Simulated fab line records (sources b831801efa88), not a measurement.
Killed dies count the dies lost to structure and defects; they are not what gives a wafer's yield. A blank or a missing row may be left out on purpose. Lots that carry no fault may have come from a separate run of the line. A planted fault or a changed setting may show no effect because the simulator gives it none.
The tool behind it: which one?    flow gf180mcu    10 lots with 30 wafers sampled at 6 steps, on a route of 602 steps

## WHAT EACH GAUGE READ, for each wafer
GF_M4_OVL_MEAS_15. Usual: for M4_OVL the level is -1 nm and the standard deviation is 5.9.
lot   measured      on          M4_OVL (nm)  flag
L110  day 23 18:39  overlay-01  2 5 0        
L111  day 24 05:07  overlay-02  -2 -2 7      
L114  day 25 09:16  overlay-01  1 9 -3       
L115  day 25 16:11  overlay-01  -7 -4 -5     
L117  day 26 11:06  overlay-01  0 -1 -1      
L119  day 27 04:03  overlay-01  -16 -6 -10   
L120  day 27 10:30  overlay-02  -10 2 -9     
L121  day 27 15:25  overlay-01  -6 -5 -8     
L125  day 28 16:28  overlay-02  -1 4 4       
L128  day 29 11:35  overlay-01  0 -4 -1      

GF_V4_RS_MEAS_24: the measuring method here is four-point-probe. Usual: for V4_W_RS the level is 0.326 ohm/sq and the standard deviation is 0.0048.
lot   measured      on             V4_W_RS (ohm/sq)                     flag
L110  day 24 19:50  film metro-03  0.322 0.322 0.322                    
L111  day 25 05:34  film metro-03  0.326 0.321 0.325                    
L114  day 26 08:39  film metro-03  0.327 0.327 0.332                    
L115  day 26 16:16  film metro-03  0.325 0.321 0.322                    
L117  day 27 09:49  film metro-03  0.324 0.325 0.329                    
L119  day 28 02:40  film metro-03  0.327 0.329 0.329                    
L120  day 28 09:02  film metro-03  0.331 0.324 0.325                    
L121  day 28 14:22  film metro-03  0.320 0.322 0.324                    
L125  day 29 13:59  film metro-02  0.304 0.300 0.303 0.304 0.300 0.302  OFF
L128  day 30 08:52  film metro-03  0.302 0.307 0.307 0.302 0.307 0.307  OFF

GF_V4_THK_MEAS_25: measures by xrf. Usual: for V4_W_THK the level is 346 nm and the standard deviation is 7.7.
lot   measured      on             V4_W_THK (nm)            flag
L110  day 24 19:57  film metro-03  347 350 351              
L111  day 25 05:41  film metro-03  353 357 352              
L114  day 26 08:46  film metro-03  351 349 344              
L115  day 26 16:23  film metro-03  352 355 353              
L117  day 27 09:56  film metro-03  343 347 342              
L119  day 28 02:47  film metro-03  346 344 345              
L120  day 28 09:10  film metro-03  342 351 348              
L121  day 28 14:29  film metro-03  353 351 350              
L125  day 29 16:32  film metro-02  365 369 367 365 367 368  
L128  day 30 13:55  film metro-03  376 370 375 376 371 371  OFF

## WHAT TOOL EACH LOT RAN ON (gives the tool, then ch and the chambers of the sampled wafers, and finally the start)
lot   GF_V4_CVD_02                     GF_V4_SPUTTER_22              GF_V4_CVD_23
L110  pecvd-02 ch 0,1, day 23 19:32    pvd sputter-02, day 24 19:41  cvd w-02 ch 0,1, day 24 19:43
L111  pecvd-04 ch 0,1, day 24 05:59    pvd sputter-03, day 25 05:24  cvd w-02 ch 0,1, day 25 05:26
L114  pecvd-02 ch 0,1,2, day 25 10:05  pvd sputter-02, day 26 08:29  cvd w-02 ch 0,1, day 26 08:31
L115  pecvd-03 ch 0,2, day 25 17:01    pvd sputter-03, day 26 15:59  cvd w-01 ch 1, day 26 16:04
L117  pecvd-02 ch 0,2, day 26 11:56    pvd sputter-01, day 27 09:39  cvd w-02 ch 0,1, day 27 09:41
L119  pecvd-02 ch 1,2, day 27 04:53    pvd sputter-01, day 28 02:24  cvd w-01 ch 1, day 28 02:26
L120  pecvd-02 ch 0,2, day 27 11:23    pvd sputter-02, day 28 08:53  cvd w-02 ch 0,1, day 28 08:55
L121  pecvd-02 ch 0,2, day 27 16:22    pvd sputter-02, day 28 14:05  cvd w-02 ch 1, day 28 14:10
L125  pecvd-04 ch 0,1,2, day 28 17:38  pvd sputter-02, day 29 13:50  cvd w-02 ch 0,1, day 29 13:52
L128  pecvd-02 ch 0,1,2, day 29 12:25  pvd sputter-03, day 30 08:40  cvd w-02 ch 0,1, day 30 08:44
- GF_V4_CVD_02: deposits SiO2 from TEOS, target thk 850 nm, time 94.851 s.
- GF_V4_SPUTTER_22: material TiN, target thk 10 nm, time 40 s.
- GF_V4_CVD_23: deposits W, target thk 350 nm, time 104.9 s.

## AS READ BY THE TOOLS THEMSELVES (means over the sampled wafers that have a number; for cases with no such wafer, the mark the record gives instead)
GF_V4_CVD_02. Usual: heater power w 663 W, standard deviation 99; rf fwd power W 596.1 W, standard deviation 1.9.
lot   tool      heater power w (W)  rf fwd power W (W)  flag
L110  pecvd-02  710                 596.8               
L111  pecvd-04  710                 595.8               
L114  pecvd-02  718                 596.9               
L115  pecvd-03  581                 593.1               
L117  pecvd-02  701                 596.4               
L119  pecvd-02  652                 596.5               
L120  pecvd-02  754                 596.0               
L121  pecvd-02  716                 597.8               
L125  pecvd-04  712                 595.3               
L128  pecvd-02  660                 596.5               

GF_V4_SPUTTER_22. Usual: 29.6 % for throttle valve pct, sd 1.2.
lot   tool            throttle valve pct (%)  flag
L110  pvd sputter-02  28.9                    
L111  pvd sputter-03  30.4                    
L114  pvd sputter-02  29.5                    
L115  pvd sputter-03  30.2                    
L117  pvd sputter-01  29.9                    
L119  pvd sputter-01  30.3                    
L120  pvd sputter-02  28.4                    
L121  pvd sputter-02  28.9                    
L125  pvd sputter-02  28.5                    
L128  pvd sputter-03  30.3                    

GF_V4_CVD_23. Usual: chamber pressure Torr 40.00 Torr, standard deviation 0.078; heater power w 831 W, standard deviation 80.
lot   tool      chamber pressure Torr (Torr)  heater power w (W)  flag
L110  cvd w-02  39.91                         767                 
L111  cvd w-02  40.05                         770                 
L114  cvd w-02  39.99                         757                 
L115  cvd w-01  40.04                         925                 
L117  cvd w-02  40.01                         755                 
L119  cvd w-01  39.97                         927                 
L120  cvd w-02  39.95                         766                 
L121  cvd w-02  39.97                         769                 
L125  cvd w-02  46.73                         766                 OFF
L128  cvd w-02  46.69                         755                 OFF

## THE ANSWER, worked out from the rows above alone
Rule: a lot counts as off when the mean over its wafers that have a number is more than 3 standard deviations away from the usual mean. Also off: a lot with no number at a reading for which 4 or more lots have one. Any other lot the step has rows for is counted as sound. Order of review: gauges by route order, followed by the tools' own readings, for which a lot's mean as printed above is used. At the first step where some lot is off, the reading lying furthest off is the one used; lots without a number count as furthest.
Off: L125, L128, seen at GF_V4_RS_MEAS_24 (V4_W_RS).
A tool fits if, at a process step before that reading, it ran every lot that is off, and no sound lot after the first of them. Not tried: the gauges at GF_V4_RS_MEAS_24; whatever is off there is also off at GF_V4_CVD_23, on other tools, and gauge error can't account for it. One fits: GF_V4_CVD_23 on cvd w-02. Its last sound lot is L121 (day 28 14:10), its first lot that is off L125 (day 29 13:52): a fault that began between those two fits.
On the lots that are off, the tool's own readings at GF_V4_CVD_23 differ by more than 5 times the standard deviation of the sound lots' means, which bears it out; chamber pressure Torr reads 46.71 Torr there versus 39.99 Torr on the sound lots.

## WHAT HAD BEEN PUT IN BY THE SIMULATOR
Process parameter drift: cvd w-02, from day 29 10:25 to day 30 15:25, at GF_V4_CVD_23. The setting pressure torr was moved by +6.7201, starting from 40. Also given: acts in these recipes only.
Shown lots that were struck: L125, L128. The same result came from the rule above.
